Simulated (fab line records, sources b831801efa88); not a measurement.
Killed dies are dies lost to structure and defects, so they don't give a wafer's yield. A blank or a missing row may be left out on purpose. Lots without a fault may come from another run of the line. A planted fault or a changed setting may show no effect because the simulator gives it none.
fab line records | flow gf180mcu
record lots=5 wafers=15 last_day=32
route steps=602 shown CONTACT@304 M1@315 V1@335
lots that met no fault: from a run of the same line without faults
start_h: hours from the record's first day to the start of the lot's first wafer shown | wait_h: hours since the lot's step before | " the same as in the row above | L1.1+2: a row that stands for several wafers | - no value, or no start given | * or withheld: withheld | < > ~ a bound
route shown NAME@n: a module of which the file shows steps, and the number in the route of the first | usual: mean/standard deviation of fault-free wafers | same: alike in all rows | chamber/n: place in a boat | sites: the reading at each site | _std_site: their standard deviation | _edge_site: outer sites' mean less inner sites' | radius_mm: how far each site lies from the wafer's centre | mask NAME#n: copy n | behind: the tool/chamber that last shaped the wafer | hold: why the lot was held/for how many hours/how that ended | device: the transistor (n, p or np) that didn't switch | end of line: the same wafers' tests at the end of the route | a step without rows: its recipe alone | killed: dies lost to structure and defects at the first sort, not the wafer's yield | map: a wafer's dies, x killed, . not, _ none there
set.NAME: the setting as run; set.NAME@STEP: as run at that earlier step | model.NAME: the simulator's own value behind a step, which no gauge read
lots at some steps of the route; a table a step, a row a wafer
services: from which hour (start_h, from the record's first day; less than 0 if before it) a tool's chamber was out of use, for how many hours, and why
## steps
# step GF_CONTACT_ETCH_17
# recipe chemistry=C4F8/O2/Ar mask_material=KrF target=SiO2 stop_on=CoSi2 source_w=1500 bias_w=1200 pressure_mtorr=40 c4f8_flow_sccm=withheld O2_flow_sccm=6 Ar_flow_sccm=300 time_s=withheld target_depth_a=8600
# usual bias_w=1200/3.7 chamber_pressure_mTorr=40.00/0.037 oes_product_au=0.820/0.0048
# columns lot.wafer tool chamber start_h wait_h bias_w chamber_pressure_mTorr oes_product_au
L074.1 rie_diel-03 1 - - 1191 40.03 0.812
L074.3 " 3 " " 1203 39.99 0.822
L074.4 " 2 " " 1202 40.09 0.818
L078.2 rie_diel-02 2 - - 1204 39.99 0.817
L078.4 " 2 " " 1206 40.03 0.813
L078.6 " 3 " " 1201 40.05 0.821
L083.1 rie_diel-04 1 - - 1198 40.00 0.827
L083.4 " 2 " " 1195 40.03 0.823
L083.5 " 3 " " 1194 39.93 0.825
L086.2 rie_diel-04 2 - - 1191 39.96 0.823
L086.4 " 0 " " 1204 39.97 0.822
L086.5 " 1 " " 1199 40.05 0.813
L090.2 rie_diel-04 2 - - 1198 40.00 0.815
L090.3 " 3 " " 1198 40.02 0.826
L090.6 " 3 " " 1203 39.98 0.822
# step GF_CONTACT_STRIP_18
# recipe chemistry=O2/N2 power_w=1400 pressure_mtorr=1500 platen_temp_c=250 o2_flow_sccm=3000 n2_flow_sccm=300 overash_fraction=0.5
# usual chamber_pressure_mTorr=1500.1/1.3 drypump_motor_current_A=5.7/0.39 heater_power_w=339/17 n2_flow_sccm=299.9/0.83 oes_product_au=0.580/0.0061
# columns lot.wafer tool chamber start_h wait_h chamber_pressure_mTorr drypump_motor_current_A heater_power_w n2_flow_sccm oes_product_au rf_hours_counter_h
L074.1 plasma_asher-04 0 374.75 - 1500.4 5.7 352 298.5 0.570 24
L074.3 " 0 " " 1501.0 5.7 352 299.3 0.582 -
L074.4 " 1 " " 1500.1 5.9 346 299.5 0.573 -
L078.2 plasma_asher-02 1 400.93 - 1500.3 5.6 328 299.9 0.583 86
L078.4 " 1 " " 1499.3 5.6 328 299.3 0.577 -
L078.6 " 1 " " 1501.5 5.6 326 299.3 0.584 -
L083.1 plasma_asher-03 0 445.27 - 1500.2 6.5 301 298.8 0.580 1
L083.4 " 1 " " 1502.0 4.9 356 300.7 0.585 -
L083.5 " 1 " " 1500.1 4.9 352 299.8 0.588 -
L086.2 plasma_asher-03 0 473.10 - 1499.4 6.5 291 300.0 0.585 4
L086.4 " 0 " " 1498.4 6.5 298 300.0 0.586 -
L086.5 " 1 " " 1500.4 4.9 341 298.9 0.581 -
L090.2 plasma_asher-02 1 505.03 - 1500.2 5.6 314 299.7 0.586 97
L090.3 " 0 " " 1500.2 5.4 321 300.5 0.580 -
L090.6 " 1 " " 1499.3 5.6 324 299.6 0.580 -
# step GF_CONTACT_CLEAN_19
# recipe chemistry=SPM
# columns lot.wafer tool chamber start_h wait_h
L074.1+3+4 wet_bench-01 0 374.85 0.1
L078.2+4+6 wet_bench-01 1 401.03 0.1
L083.1+4+5 wet_bench-02 0 445.37 0.1
L086.2+4+5 wet_bench-02 2 473.20 0.1
L090.2+3+6 wet_bench-02 1 505.13 0.1
# step GF_CONTACT_CLEAN_20
# recipe chemistry=DIW
# columns lot.wafer tool chamber start_h wait_h
L074.1+3+4 wet_bench-04 2 374.94 0.0
L078.2+4+6 wet_bench-02 2 401.13 0.0
L083.1+4+5 wet_bench-01 2 445.46 0.0
L086.2+4+5 wet_bench-01 0 473.29 0.0
L090.2+3+6 wet_bench-04 3 505.22 0.0
# step GF_CONTACT_CLEAN_21
# recipe chemistry=dHF time_s=20 dilution=100:1 dry=ipa_marangoni
# columns lot.wafer tool chamber start_h wait_h
L074.1+3+4 wet_bench-02 0 375.03 0.0
L078.2+4+6 wet_bench-04 3 401.23 0.0
L083.1+4+5 wet_bench-04 3 445.56 0.0
L086.2+4+5 wet_bench-04 1 473.39 0.0
L090.2+3+6 wet_bench-01 1 505.31 0.0
# step GF_CONTACT_SPUTTER_22
# recipe material=Ti target_thk_nm=15 chamber_pressure_pa=5 power_w=2500 substrate_temp_c=200 time_s=80.02
# usual throttle_valve_pct=30.3/0.88
# columns lot.wafer tool chamber start_h wait_h throttle_valve_pct
L074.1 pvd_sputter-01 - 375.05 0.0 29.8
L074.3 " - " " 31.0
L074.4 " - " " 30.3
L078.2 pvd_sputter-02 - 401.25 0.0 29.4
L078.4 " - " " 31.1
L078.6 " - " " 31.0
L083.1 pvd_sputter-02 - 445.58 0.0 30.6
L083.4 " - " " 29.3
L083.5 " - " " 31.2
L086.2 pvd_sputter-02 - 473.40 0.0 31.7
L086.4 " - " " 31.2
L086.5 " - " " 30.7
L090.2 pvd_sputter-01 - 505.33 0.0 29.9
L090.3 " - " " 30.7
L090.6 " - " " 30.1
# step GF_CONTACT_SPUTTER_23
# recipe material=TiN target_thk_nm=10 chamber_pressure_pa=5 power_w=4000 time_s=40
# usual throttle_valve_pct=30.3/0.85
# columns lot.wafer tool chamber start_h wait_h throttle_valve_pct
L074.1 pvd_sputter-01 - 375.11 0.0 30.0
L074.3 " - " " 30.5
L074.4 " - " " 30.5
L078.2 pvd_sputter-02 - 401.31 0.0 29.7
L078.4 " - " " 30.8
L078.6 " - " " 31.0
L083.1 pvd_sputter-02 - 445.64 0.0 30.7
L083.4 " - " " 29.6
L083.5 " - " " 31.3
L086.2 pvd_sputter-02 - 473.46 0.0 31.3
L086.4 " - " " 31.2
L086.5 " - " " 30.7
L090.2 pvd_sputter-01 - 505.39 0.0 30.4
L090.3 " - " " 30.5
L090.6 " - " " 30.4
# step GF_CONTACT_CVD_24
# recipe material=W target_thk_nm=300 time_s=90.339 temp_c=396.5 pressure_torr=40
# usual heater_power_w=828/23
# columns lot.wafer tool chamber start_h wait_h heater_power_w
L074.1 cvd_w-01 0 375.15 0.0 861
L074.3 " 0 " " 842
L074.4 " 1 " " 871
L078.2 cvd_w-02 0 401.35 0.0 880
L078.4 " 1 " " 827
L078.6 " 0 " " 840
L083.1 cvd_w-02 0 445.68 0.0 851
L083.4 " 0 " " 873
L083.5 " 1 " " 833
L086.2 cvd_w-02 1 473.50 0.0 822
L086.4 " 1 " " 823
L086.5 " 1 " " 817
L090.2 cvd_w-01 0 505.43 0.0 821
L090.3 " 0 " " 818
L090.6 " 0 " " 841
# step GF_CONTACT_RS_MEAS_25
# recipe thk_meas_gauge=four-point-probe reads=W_of_CONTACT_CVD_24+TiN_of_CONTACT_SPUTTER_23+Ti_of_CONTACT_SPUTTER_22
# usual CONTACT_W_RS=0.405/0.0091
# columns lot.wafer tool chamber start_h wait_h CONTACT_W_RS[ohm/sq]
L074.1 film_metro-01 - 375.25 0.1 0.389
L074.3 " - " " 0.391
L074.4 " - " " 0.399
L078.2 film_metro-01 - 401.47 0.1 0.406
L078.4 " - " " 0.408
L078.6 " - " " 0.410
L083.1 film_metro-03 - 445.78 0.1 0.415
L083.4 " - " " 0.412
L083.5 " - " " 0.418
L086.2 film_metro-03 - 473.62 0.1 0.417
L086.4 " - " " 0.416
L086.5 " - " " 0.417
L090.2 film_metro-03 - 505.55 0.1 0.390
L090.3 " - " " 0.396
L090.6 " - " " 0.390
# step GF_CONTACT_THK_MEAS_26
# recipe thk_meas_gauge=xrf reads=W_of_CONTACT_CVD_24
# usual CONTACT_W_THK=289/7.5
# columns lot.wafer tool chamber start_h wait_h CONTACT_W_THK[nm]
L074.1 film_metro-01 - 375.37 0.1 302
L074.3 " - " " 300
L074.4 " - " " 291
L078.2 film_metro-01 - 401.58 0.1 288
L078.4 " - " " 285
L078.6 " - " " 285
L083.1 film_metro-03 - 445.90 0.1 284
L083.4 " - " " 287
L083.5 " - " " 284
L086.2 film_metro-03 - 473.73 0.1 282
L086.4 " - " " 282
L086.5 " - " " 280
L090.2 film_metro-03 - 505.66 0.1 303
L090.3 " - " " 299
L090.6 " - " " 302
# step GF_CONTACT_CMP_27
# recipe stop_on=SiO2 down_force_psi=3.5 platen_rpm=60 t_overpolish_s=15 target_thk_nm=0 pad_velocity_m_s=0.94248
# usual motor_current_A=10.9/1 overpolish_run_s=15.000/0.0091 time_to_endpoint_s=71/4.5
# columns lot.wafer tool chamber start_h wait_h motor_current_A overpolish_run_s time_to_endpoint_s
L074.1 cmp-02 3 375.43 0.1 11.1 14.989 76
L074.4 " 1 " " 11.9 15.000 74
L074.3 " 2 " " 12.2 14.986 82
L078.4 cmp-01 3 401.73 0.1 11.2 14.998 71
L078.2 " 0 " " 11.3 14.998 63
L078.6 " 1 " " 10.5 15.007 65
L083.1 cmp-01 0 446.01 0.1 11.8 15.012 62
L083.4 " 2 " " 9.9 15.001 66
L083.5 " 0 " " 12.0 14.999 65
L086.4 cmp-01 3 473.83 0.1 11.1 15.002 70
L086.2 " 0 " " 12.0 15.007 61
L086.5 " 2 " " 9.8 15.006 66
L090.2 cmp-02 1 505.81 0.1 11.8 14.993 74
L090.3 " 2 " " 12.5 15.007 76
L090.6 " 0 " " 9.9 15.008 81
# step GF_M1_SPUTTER_00
# recipe material=Ti target_thk_nm=37.5 arriving_ion_energy_ev=80 substrate_temp_c=200 chamber_pressure_pa=2 power_w=4000 time_s=150
# usual throttle_valve_pct=29.9/1
# columns lot.wafer tool chamber start_h wait_h throttle_valve_pct
L074.1 pvd_sputter-04 - 375.73 0.2 27.6
L074.3 " - " " 29.1
L074.4 " - " " 30.7
L078.2 pvd_sputter-02 - 401.93 0.1 29.5
L078.4 " - " " 31.6
L078.6 " - " " 29.5
L083.1 pvd_sputter-03 - 446.26 0.2 28.6
L083.4 " - " " 29.3
L083.5 " - " " 29.7
L086.2 pvd_sputter-03 - 474.08 0.1 30.5
L086.4 " - " " 29.5
L086.5 " - " " 28.6
L090.2 pvd_sputter-04 - 506.01 0.1 28.9
L090.3 " - " " 27.7
L090.6 " - " " 30.8
# step GF_M1_SPUTTER_01
# recipe material=TiN target_thk_nm=30 power_w=6500 time_s=25 chamber_pressure_pa=0.4
# usual throttle_valve_pct=29.9/1
# columns lot.wafer tool chamber start_h wait_h throttle_valve_pct
L074.1 pvd_sputter-04 - 375.83 0.1 27.7
L074.3 " - " " 28.9
L074.4 " - " " 30.7
L078.2 pvd_sputter-02 - 402.03 0.1 29.5
L078.4 " - " " 31.6
L078.6 " - " " 29.3
L083.1 pvd_sputter-03 - 446.36 0.1 28.6
L083.4 " - " " 29.7
L083.5 " - " " 29.4
L086.2 pvd_sputter-03 - 474.18 0.1 30.6
L086.4 " - " " 29.2
L086.5 " - " " 28.7
L090.2 pvd_sputter-04 - 506.11 0.1 28.9
L090.3 " - " " 28.0
L090.6 " - " " 30.9
# step GF_M1_SPUTTER_02
# recipe material=AlCu target_thk_nm=450 power_w=10600 time_s=23.9 chamber_pressure_pa=0.4
# usual throttle_valve_pct=29.9/1
# columns lot.wafer tool chamber start_h wait_h throttle_valve_pct
L074.1 pvd_sputter-04 - 375.86 0.0 27.8
L074.3 " - " " 28.7
L074.4 " - " " 30.8
L078.2 pvd_sputter-02 - 402.06 0.0 29.8
L078.4 " - " " 31.3
L078.6 " - " " 29.5
L083.1 pvd_sputter-03 - 446.39 0.0 28.2
L083.4 " - " " 29.2
L083.5 " - " " 29.4
L086.2 pvd_sputter-03 - 474.21 0.0 30.3
L086.4 " - " " 29.5
L086.5 " - " " 28.6
L090.2 pvd_sputter-04 - 506.14 0.0 28.9
L090.3 " - " " 27.9
L090.6 " - " " 30.8
# step GF_M1_SPUTTER_03
# recipe material=Ti target_thk_nm=10 substrate_temp_c=300 chamber_pressure_pa=0.3 power_w=3000 time_s=6.7
# usual throttle_valve_pct=29.9/0.99
# columns lot.wafer tool chamber start_h wait_h throttle_valve_pct
L074.1 pvd_sputter-04 - 375.89 0.0 27.8
L074.3 " - " " 28.8
L074.4 " - " " 30.8
L078.2 pvd_sputter-02 - 402.09 0.0 29.6
L078.4 " - " " 31.4
L078.6 " - " " 29.4
L083.1 pvd_sputter-03 - 446.42 0.0 28.7
L083.4 " - " " 29.5
L083.5 " - " " 29.5
L086.2 pvd_sputter-03 - 474.24 0.0 30.2
L086.4 " - " " 29.5
L086.5 " - " " 28.5
L090.2 pvd_sputter-04 - 506.17 0.0 28.9
L090.3 " - " " 28.2
L090.6 " - " " 30.6
# step GF_M1_SPUTTER_04
# recipe material=TiN target_thk_nm=50 power_w=6500 time_s=41.7 chamber_pressure_pa=0.4
# usual throttle_valve_pct=29.9/1
# columns lot.wafer tool chamber start_h wait_h throttle_valve_pct
L074.1 pvd_sputter-04 - 375.91 0.0 27.7
L074.3 " - " " 28.7
L074.4 " - " " 30.8
L078.2 pvd_sputter-02 - 402.11 0.0 29.7
L078.4 " - " " 31.4
L078.6 " - " " 29.7
L083.1 pvd_sputter-03 - 446.44 0.0 28.3
L083.4 " - " " 29.1
L083.5 " - " " 29.2
L086.2 pvd_sputter-03 - 474.26 0.0 30.7
L086.4 " - " " 29.5
L086.5 " - " " 28.4
L090.2 pvd_sputter-04 - 506.19 0.0 28.7
L090.3 " - " " 27.8
L090.6 " - " " 30.6
# step GF_M1_RS_MEAS_05
# recipe thk_meas_gauge=four-point-probe reads=TiN_of_M1_SPUTTER_04+Ti_of_M1_SPUTTER_03+AlCu_of_M1_SPUTTER_02+TiN_of_M1_SPUTTER_01+Ti_of_M1_SPUTTER_00
# usual M1_ALCU_RS=0.0694/0.00089
# columns lot.wafer tool chamber start_h wait_h M1_ALCU_RS[ohm/sq]
L074.1 film_metro-02 - 375.95 0.0 0.0698
L074.3 " - " " 0.0695
L074.4 " - " " 0.0708
L078.2 film_metro-01 - 402.17 0.0 0.0690
L078.4 " - " " 0.0700
L078.6 " - " " 0.0693
L083.1 film_metro-02 - 446.48 0.0 0.0704
L083.4 " - " " 0.0687
L083.5 " - " " 0.0681
L086.2 film_metro-01 - 474.32 0.0 0.0707
L086.4 " - " " 0.0677
L086.5 " - " " 0.0695
L090.2 film_metro-01 - 506.25 0.0 0.0684
L090.3 " - " " 0.0693
L090.6 " - " " 0.0687
# step GF_M1_THK_MEAS_06
# recipe thk_meas_gauge=xrf reads=AlCu_of_M1_SPUTTER_02
# usual M1_ALCU_THK=451/5.8
# columns lot.wafer tool chamber start_h wait_h M1_ALCU_THK[nm]
L074.1 film_metro-02 - 376.07 0.1 447
L074.3 " - " " 451
L074.4 " - " " 440
L078.2 film_metro-01 - 402.28 0.1 454
L078.4 " - " " 448
L078.6 " - " " 451
L083.1 film_metro-02 - 446.60 0.1 445
L083.4 " - " " 457
L083.5 " - " " 459
L086.2 film_metro-01 - 474.43 0.1 445
L086.4 " - " " 464
L086.5 " - " " 450
L090.2 film_metro-01 - 506.36 0.1 456
L090.3 " - " " 450
L090.6 " - " " 456
# step GF_M1_DEHYDRATE_07
# recipe temp_c=200 time_s=60
# usual heater_power_total_W=160.35/0.13
# columns lot.wafer tool chamber start_h wait_h heater_power_total_W
L074.1 litho_track-03 0 386.35 10.3 160.37
L074.3 " 0 " " 160.48
L074.4 " 0 " " 160.21
L078.2 litho_track-02 0 413.44 11.2 160.28
L078.4 " 0 " " 160.13
L078.6 " 0 " " 160.29
L083.1 litho_track-02 0 458.32 11.7 160.27
L083.4 " 0 " " 160.35
L083.5 " 0 " " 160.25
L086.2 litho_track-02 0 486.69 12.2 160.54
L086.4 " 0 " " 160.31
L086.5 " 0 " " 160.16
L090.2 litho_track-04 0 516.94 10.6 160.57
L090.3 " 0 " " 160.39
L090.6 " 0 " " 160.58
# step GF_M1_HMDS_08
# recipe prime_time_s=60 prime_temp_c=120
# columns lot.wafer tool chamber start_h wait_h
L074.1+3+4 litho_track-03 0 386.50 0.1
L078.2+4+6 litho_track-02 0 413.59 0.1
L083.1+4+5 litho_track-02 0 458.47 0.1
L086.2+4+5 litho_track-02 0 486.84 0.1
L090.2+3+6 litho_track-04 0 517.09 0.1
# step GF_M1_COAT_09
# recipe resist=KrF spin_rpm=withheld resist_thk_nm=1000
# columns lot.wafer tool chamber start_h wait_h
L074.1+3+4 litho_track-03 0 386.65 0.1
L078.2+4+6 litho_track-02 0 413.74 0.1
L083.1+4+5 litho_track-02 0 458.62 0.1
L086.2+4+5 litho_track-02 0 486.99 0.1
L090.2+3+6 litho_track-04 0 517.24 0.1
# step GF_M1_SOFTBAKE_10
# recipe temp_c=130 time_s=60 resist=KrF
# usual heater_power_total_W=93.05/0.062
# columns lot.wafer tool chamber start_h wait_h heater_power_total_W
L074.1 litho_track-03 0 386.80 0.1 93.07
L074.3 " 0 " " 93.04
L074.4 " 0 " " 93.04
L078.2 litho_track-02 0 413.89 0.1 93.11
L078.4 " 0 " " 93.12
L078.6 " 0 " " 93.06
L083.1 litho_track-02 0 458.77 0.1 92.97
L083.4 " 0 " " 93.00
L083.5 " 0 " " 92.99
L086.2 litho_track-02 0 487.14 0.1 93.11
L086.4 " 0 " " 92.99
L086.5 " 0 " " 93.05
L090.2 litho_track-04 0 517.39 0.1 93.09
L090.3 " 0 " " 93.09
L090.6 " 0 " " 93.01
# step GF_M1_EXPOSE_11
# recipe mask_id=Metal1 target_cd_nm=230 na=0.68 source_shape=conventional sigma_outer=0.6 dose_mj=28
# same na=0.68
# columns lot.wafer tool chamber start_h wait_h mask
L074.1+3+4 krf_scanner-02 0 - - Metal1#0
L078.2+4+6 krf_scanner-02 0 - - Metal1#0
L083.1+4+5 krf_scanner-02 0 - - Metal1#0
L086.2+4+5 krf_scanner-01 0 - - Metal1#0
L090.2+3+6 krf_scanner-01 0 - - Metal1#0
# step GF_M1_PEB_12
# recipe peb_temp_c=135 peb_time_s=90 resist=KrF
# usual heater_power_total_W=85.69/0.079
# columns lot.wafer tool chamber start_h wait_h heater_power_total_W
L074.1 litho_track-04 0 - - 85.67
L074.3 " 0 " " 85.61
L074.4 " 0 " " 85.61
L078.2 litho_track-04 0 - - 85.61
L078.4 " 0 " " 85.70
L078.6 " 0 " " 85.89
L083.1 litho_track-04 0 - - 85.76
L083.4 " 0 " " 85.57
L083.5 " 0 " " 85.82
L086.2 litho_track-03 0 - - 85.69
L086.4 " 0 " " 85.69
L086.5 " 0 " " 85.79
L090.2 litho_track-02 0 - - 85.57
L090.3 " 0 " " 85.72
L090.6 " 0 " " 85.62
# step GF_M1_DEVELOP_13
# recipe develop_time_s=60 dev_temp_c=21
# columns lot.wafer tool chamber start_h wait_h
L074.1+3+4 litho_track-04 0 398.21 0.2
L078.2+4+6 litho_track-04 0 426.14 0.2
L083.1+4+5 litho_track-04 0 470.26 0.2
L086.2+4+5 litho_track-03 0 498.53 0.2
L090.2+3+6 litho_track-02 0 529.24 0.2
# step GF_M1_CD_MEAS_14
# recipe target_cd_nm=230
# usual cd_nm=229.8/0.94
# columns lot.wafer tool chamber start_h wait_h cd_nm
L074.1 cd_sem-01 - 398.36 0.1 230.0
L074.3 " - " " 229.2
L074.4 " - " " 229.4
L078.2 cd_sem-01 - 426.28 0.1 229.5
L078.4 " - " " 230.1
L078.6 " - " " 229.6
L083.1 cd_sem-01 - 470.41 0.1 230.6
L083.4 " - " " 228.8
L083.5 " - " " 229.5
L086.2 cd_sem-01 - 498.67 0.1 230.1
L086.4 " - " " 230.9
L086.5 " - " " 231.2
L090.2 cd_sem-02 - 529.39 0.1 230.5
L090.3 " - " " 230.5
L090.6 " - " " 230.4
# step GF_M1_OVL_MEAS_15
# usual M1_OVL=0/5.7
# columns lot.wafer tool chamber start_h wait_h M1_OVL[nm]
L074.1 overlay-01 - 398.48 0.1 9
L074.3 " - " " 13
L074.4 " - " " 4
L078.2 overlay-01 - 426.39 0.1 12
L078.4 " - " " 3
L078.6 " - " " 3
L083.1 overlay-01 - 470.53 0.1 -1
L083.4 " - " " 2
L083.5 " - " " -4
L086.2 overlay-01 - 498.78 0.1 7
L086.4 " - " " -1
L086.5 " - " " 0
L090.2 overlay-01 - 529.49 0.1 -3
L090.3 " - " " -10
L090.6 " - " " -12
# step GF_M1_METAL_ETCH_16
# recipe chemistry=Cl2/BCl3 mask_material=KrF target_depth_nm=627.5 stop_on=SiO2 pressure_mtorr=8 icp_w=800 bias_w=140 Cl2_flow_sccm=80 bcl3_flow_sccm=40 time_s=104.6
# usual bcl3_flow_sccm=39.99/0.12 bias_w=140.0/0.4 chamber_pressure_mTorr=8.000/0.007 drypump_motor_current_A=5.7/0.5 oes_product_au=0.973/0.0071 throttle_valve_pct=28.249/0.011
# columns lot.wafer tool chamber start_h wait_h bcl3_flow_sccm bias_w chamber_pressure_mTorr drypump_motor_current_A oes_product_au rf_hours_counter_h throttle_valve_pct
L074.1 rie_metal-04 0 398.52 0.0 39.93 139.5 8.004 6.5 0.968 5 28.247
L074.3 " 1 " " 40.01 139.5 7.997 5.7 0.971 - 28.244
L074.4 " 0 " " 39.77 139.4 7.993 6.6 0.963 - 28.259
L078.2 rie_metal-02 1 426.42 0.0 39.76 139.8 8.008 6.1 0.975 8 28.261
L078.4 " 0 " " 40.01 139.8 7.996 5.8 0.969 - 28.263
L078.6 " 0 " " 39.86 139.8 7.995 5.8 0.976 - 28.256
L083.1 rie_metal-02 0 470.57 0.0 39.96 140.7 8.003 5.8 0.972 6 28.251
L083.4 " 0 " " 40.09 140.0 8.002 5.9 0.976 - 28.240
L083.5 " 1 " " 39.96 139.9 7.985 6.1 0.978 - 28.256
L086.2 rie_metal-02 1 498.81 0.0 39.90 139.9 7.993 6.1 0.975 10 28.272
L086.4 " 0 " " 40.12 139.7 8.013 5.8 0.980 - 28.238
L086.5 " 0 " " 40.11 140.5 8.006 5.8 0.969 - 28.257
L090.2 rie_metal-02 1 529.52 0.0 40.06 140.3 8.000 6.1 0.976 10 28.250
L090.3 " 1 " " 39.91 141.0 8.006 6.1 0.971 - 28.231
L090.6 " 1 " " 40.19 140.1 7.999 6.1 0.986 - 28.241
# step GF_M1_STRIP_17
# recipe chemistry=O2/N2 power_w=1400 pressure_mtorr=1500 platen_temp_c=250 o2_flow_sccm=3000 n2_flow_sccm=300 overash_fraction=0.5
# usual chamber_pressure_mTorr=1500.0/1.3 drypump_motor_current_A=5.9/0.38 heater_power_w=348/19 n2_flow_sccm=299.8/0.84 oes_product_au=0.556/0.0045 strip_time_to_endpoint_s=7.85/0.037
# columns lot.wafer tool chamber start_h wait_h chamber_pressure_mTorr drypump_motor_current_A heater_power_w n2_flow_sccm oes_product_au rf_hours_counter_h strip_time_to_endpoint_s
L074.1 plasma_asher-04 0 398.63 0.1 1499.3 5.7 355 299.7 0.552 26 7.82
L074.3 " 0 " " 1499.7 5.7 342 299.7 0.554 - 7.84
L074.4 " 1 " " 1498.0 5.8 352 299.3 0.554 - 7.84
L078.2 plasma_asher-02 0 426.53 0.1 1501.3 5.5 325 298.8 0.553 89 7.86
L078.4 " 1 " " 1499.1 5.6 324 300.7 0.554 - 7.82
L078.6 " 0 " " 1502.4 5.5 326 300.6 0.551 - 7.84
L083.1 plasma_asher-01 0 470.68 0.1 1500.4 6.5 344 301.2 0.555 68 7.88
L083.4 " 1 " " 1497.0 6.4 392 299.3 0.561 - 7.85
L083.5 " 1 " " 1499.8 6.4 378 298.4 0.558 - 7.86
L086.2 plasma_asher-04 1 498.92 0.1 1499.8 5.9 340 300.2 0.553 37 7.91
L086.4 " 0 " " 1500.2 5.8 349 298.0 0.558 - 7.94
L086.5 " 0 " " 1502.9 5.7 347 298.6 0.566 - 7.89
L090.2 plasma_asher-04 1 529.64 0.1 1499.5 5.9 348 299.8 0.559 41 7.83
L090.3 " 1 " " 1501.7 5.8 345 301.7 0.562 - 7.84
L090.6 " 0 " " 1500.9 5.7 358 299.4 0.560 - 7.81
# step GF_M1_STRIP_18
# recipe chemistry=post_etch_residue_remover time_s=1200 temp_c=72.5
# columns lot.wafer tool chamber start_h wait_h
L074.1+3+4 wet_bench-04 2 398.73 0.1
L078.2+4+6 wet_bench-04 3 426.63 0.1
L083.1+4+5 wet_bench-04 1 470.78 0.1
L086.2+4+5 wet_bench-01 1 499.02 0.1
L090.2+3+6 wet_bench-01 1 529.74 0.1
# step GF_M1_CLEAN_19
# recipe chemistry=DIW dry=n2_spin
# columns lot.wafer tool chamber start_h wait_h
L074.1+3+4 wet_bench-03 0 399.07 0.0
L078.2+4+6 wet_bench-01 1 426.97 0.0
L083.1+4+5 wet_bench-03 2 471.15 0.0
L086.2+4+5 wet_bench-04 1 499.36 0.0
L090.2+3+6 wet_bench-03 3 530.08 0.0
# step GF_V1_CVD_00
# recipe material=SiO2 target_thk_nm=600 sigma_open_frac=0.3 temp_c=400 time_s=100 sih4_flow_sccm=62.34 pressure_mtorr=6
# columns lot.wafer tool chamber start_h wait_h
L074.1+3+4 hdpcvd-01 1,2,1 399.17 0.0
L078.2+4+6 hdpcvd-02 2,0,2 427.07 0.0
L083.1+4+5 hdpcvd-01 0,2,1 471.24 0.0
L086.2+4+5 hdpcvd-02 2,2,0 499.45 0.0
L090.2+3+6 hdpcvd-02 0,2,2 530.17 0.0
# step GF_V1_THK_MEAS_01
# recipe reads=SiO2_of_V1_CVD_00
# usual V1_CVD_00_THK=621/8.6
# columns lot.wafer tool chamber start_h wait_h V1_CVD_00_THK[nm]
L074.1 film_metro-04 - 399.24 0.0 624
L074.3 " - " " 614
L074.4 " - " " 618
L078.2 film_metro-04 - 427.15 0.0 639
L078.4 " - " " 637
L078.6 " - " " 634
L083.1 film_metro-01 - 471.32 0.0 619
L083.4 " - " " 607
L083.5 " - " " 625
L086.2 film_metro-03 - 499.54 0.0 625
L086.4 " - " " 622
L086.5 " - " " 630
L090.2 film_metro-01 - 530.25 0.0 624
L090.3 " - " " 615
L090.6 " - " " 620
# step GF_V1_CVD_02
# recipe material=SiO2 target_thk_nm=850 precursor=TEOS temp_c=400 time_s=94.851 rf_w=600
# usual heater_power_w=690/99
# columns lot.wafer tool chamber start_h wait_h heater_power_w
L074.1 pecvd-04 0 399.30 0.1 559
L074.3 " 2 " " 739
L074.4 " 2 " " 804
L078.2 pecvd-02 2 427.20 0.0 588
L078.4 " 0 " " 529
L078.6 " 2 " " 623
L083.1 pecvd-04 2 471.38 0.1 824
L083.4 " 0 " " 651
L083.5 " 2 " " 870
L086.2 pecvd-04 0 499.59 0.0 687
L086.4 " 0 " " 540
L086.5 " 2 " " 869
L090.2 pecvd-04 0 530.30 0.0 552
L090.3 " 0 " " 627
L090.6 " 0 " " 654
# step GF_V1_THK_MEAS_03
# recipe reads=SiO2_of_V1_CVD_02
# usual V1_CVD_02_THK=853/12
# columns lot.wafer tool chamber start_h wait_h V1_CVD_02_THK[nm]
L074.1 film_metro-03 - 399.37 0.0 843
L074.3 " - " " 851
L074.4 " - " " 849
L078.2 film_metro-03 - 427.28 0.0 859
L078.4 " - " " 853
L078.6 " - " " 866
L083.1 film_metro-04 - 471.45 0.0 844
L083.4 " - " " 852
L083.5 " - " " 868
L086.2 film_metro-01 - 499.70 0.1 832
L086.4 " - " " 851
L086.5 " - " " 848
L090.2 film_metro-01 - 530.42 0.1 835
L090.3 " - " " 852
L090.6 " - " " 857
# step GF_V1_CMP_04
# recipe material=SiO2 down_force_psi=4 platen_rpm=60 pad_velocity_m_s=0.94248
# usual motor_current_A=12.0/1 time_to_endpoint_s=85/6.1
# columns lot.wafer tool chamber start_h wait_h motor_current_A time_to_endpoint_s
L074.4 cmp-02 2 399.43 0.0 12.9 88
L074.1 " 0 " " 10.3 86
L074.3 " 1 " " 12.8 83
L078.2 cmp-01 2 427.33 0.0 10.2 80
L078.4 " 1 " " 10.5 82
L078.6 " 3 " " 12.8 88
L083.1 cmp-01 3 471.56 0.1 12.7 84
L083.4 " 1 " " 10.6 83
L083.5 " 3 " " 12.5 93
L086.4 cmp-01 2 499.75 0.0 10.8 85
L086.2 " 1 " " 10.8 79
L086.5 " 3 " " 11.7 86
L090.3 cmp-01 0 530.57 0.1 13.0 83
L090.2 " 1 " " 10.9 80
L090.6 " 2 " " 10.6 89
## services
# columns tool chamber start_h hours kind
rie_diel-04 2 352.72 5.4 repair
plasma_asher-04 - 353.58 4.3 repair
cmp-01 - 354.30 0.7 repair
plasma_asher-04 - 356.53 14.5 repair
cmp-01 - 357.93 0.9 repair
wet_bench-04 - 358.88 1.9 repair
wet_bench-03 - 362.04 1.3 repair
cmp-01 - 366.49 1.4 repair
cmp-01 - 373.09 4.1 repair
pvd_sputter-01 - 384.64 1.2 repair
krf_scanner-02 - 385.57 1.3 pm
pvd_sputter-03 - 387.76 3.6 repair
rie_metal-02 - 397.22 15.6 pm
pvd_sputter-02 - 418.66 2.2 repair
pvd_sputter-04 - 421.80 11.6 repair
pvd_sputter-01 - 434.63 2.9 repair
pvd_sputter-03 - 454.13 1.9 repair
cmp-01 - 462.85 4.0 repair
pvd_sputter-04 - 467.76 6.6 repair
pvd_sputter-03 - 477.96 1.2 repair
pecvd-04 1 489.77 73.9 repair
pvd_sputter-01 - 510.13 2.7 repair
pvd_sputter-02 - 525.27 2.6 repair
pvd_sputter-02 - 528.16 1.8 repair
## key
fault none
